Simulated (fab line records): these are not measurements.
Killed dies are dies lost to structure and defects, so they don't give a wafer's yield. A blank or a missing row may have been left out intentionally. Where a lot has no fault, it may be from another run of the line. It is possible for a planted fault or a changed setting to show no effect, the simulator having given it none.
Chamber matching ; flow sky130 ; cmp-01 running SKY_VIA2_CMP_24: 4 sister chambers
The step polishes, stops on SiO2, t overpolish 20 s, target thk 0 nm. 8 wafers are shown with their chamber, then 8 later ones without.

WAFERS WITH THEIR CHAMBER
wafer;chamber;motor current A (A);overpolish run s (s)
L590.5;3;9.2;20.013
L593.1;1;10.2;19.998
L593.5;0;10.7;19.988
L595.3;3;9.1;20.015
L595.6;2;9.3;20.014
L596.2;0;11.7;19.991
L596.5;2;9.1;20.008
L596.6;1;10.8;20.004

WAFERS MISSING THEIR CHAMBER
wafer;motor current A (A);overpolish run s (s)
L600.3;10.2;20.002
L600.4;12.1;20.006
L600.5;11.5;19.993
L602.3;9.0;20.007
L602.5;10.1;19.998
L602.6;11.5;20.015
L608.3;10.3;20.007
L608.5;10.7;19.990

EACH ONE'S CHAMBER
wafer;from the rows above;in truth
L600.3;1;1
L600.4;can't be placed: 1 or 0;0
L600.5;0;0
L602.3;can't be placed: 2 or 3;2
L602.5;1;1
L602.6;can't be placed: 1 or 3 or 2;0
L608.3;can't be placed: 1 or 2 or 3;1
L608.5;0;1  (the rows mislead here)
Placed correctly: 3 of 8. Unplaceable from these rows: 4, with the true chamber sitting among the candidates in 3. Number placed wrongly: 1.
How it was worked out, from the rows above alone: a wafer's distance from a chamber is the root of the sum, over the readings, of the square of ((its reading less the chamber's mean) divided by the reading's scatter). If the next closest chamber is less than 2 further off than the closest, the wafer can't be placed; otherwise it belongs to the closest. A chamber's mean is the mean of its shown wafers. How the scatter is found: for the shown wafers, subtract from each reading the mean of its chamber, square and add these, divide the total by (wafers less chambers), then take the root.
